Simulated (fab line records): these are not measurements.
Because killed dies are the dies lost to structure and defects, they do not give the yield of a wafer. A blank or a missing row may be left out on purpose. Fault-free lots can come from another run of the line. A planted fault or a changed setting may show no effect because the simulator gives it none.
One fault through the eyes of 2 desks :: flow gf180mcu :: each desk has only its own numbers; what lay behind them comes last

== FOR THE TOOL OWNER'S DESK: pvd_sputter-04 ==
At GF_M3_SPUTTER_04 (material TiN, target thk 50 nm, time 41.7 s) the tool's own readings: per lot run on this tool, the mean of the sampled wafers that have a number. If a lot's mean is further than 4 standard deviations from the usual mean, the lot is out of limits and carries the mark OUT (the distance appears in the brackets).
Columns: A = chamber_pressure_pa at GF_M3_SPUTTER_04, usual 0.4000 Pa; B = throttle_valve_pct at GF_M3_SPUTTER_04, usual 29.3 %
lot: L389
first seen here: day 23 12:10
A: 0.4004
B: 28.1

lot: L400
first seen here: day 26 21:40
A: 0.3848 (-18) OUT
B: 29.3
This desk finds L400 out of limits, L400 being first, at day 26 21:40 (chamber_pressure_pa at GF_M3_SPUTTER_04). In limits: L389.

== METROLOGY DESK ==
Means of the sampled wafers that have a number, per lot and without regard to the tool the lot ran on: this is what the gauges read. If a lot's mean is further than 4 standard deviations from the usual mean, the lot is out of limits and carries the mark OUT (the distance appears in the brackets). Readings shown: 7 of its 9, picked as those furthest out on some lot.
Columns: A = V2_W_RS at GF_V2_RS_MEAS_24, usual 0.327 ohm/sq; B = V2_W_THK at GF_V2_THK_MEAS_25, usual 348 nm; C = M3_ALCU_RS at GF_M3_RS_MEAS_05, usual 0.0695 ohm/sq; D = M3_ALCU_THK at GF_M3_THK_MEAS_06, usual 452 nm; E = cd_nm at GF_M3_CD_MEAS_14, usual 280.0 nm; F = V3_CVD_02_THK at GF_V3_THK_MEAS_03, usual 849 nm; G = V3_BOW at GF_V3_BOW_MEAS_05, usual 117 um
lot: L387
first seen here: day 22 15:34
A: 0.332
B: 342
C: 0.0701
D: 446
E: 279.5
F: 847
G: 129

lot: L388
first seen here: day 22 22:42
A: 0.326
B: 353
C: 0.0702
D: 449
E: 280.2
F: 838
G: 112

lot: L389
first seen here: day 23 11:33
A: 0.323
B: 360
C: 0.0693
D: 451
E: 281.2
F: 844
G: 110

lot: L400
first seen here: day 26 20:53
A: 0.331
B: 341
C: 0.0695
D: 451
E: 281.8
F: 851
G: 109

lot: L404
first seen here: day 27 23:45
A: 0.327
B: 345
C: 0.0692
D: 454
E: 279.4
F: 846
G: 121
This desk found nothing out of limits on any of the 5 lots.

== ALL TOGETHER ==
The tool owner's desk could have raised an alarm at day 26 21:40, on L400.
Metrology desk: nothing out of limits seen.
The metrology desk has L400 on record, within its limits.
Every lot named ran GF_M3_SPUTTER_04 on pvd_sputter-04.

== WHAT HAD BEEN PUT IN BY THE SIMULATOR ==
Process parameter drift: pvd_sputter-04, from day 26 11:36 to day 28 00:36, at GF_M3_SPUTTER_04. Setting chamber_pressure_pa, moved by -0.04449, from 0.4. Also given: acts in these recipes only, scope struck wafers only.
Shown lots that were struck: L400.
Hours from the fault's start to each desk's first reading out of limits: the tool owner's desk, 10.
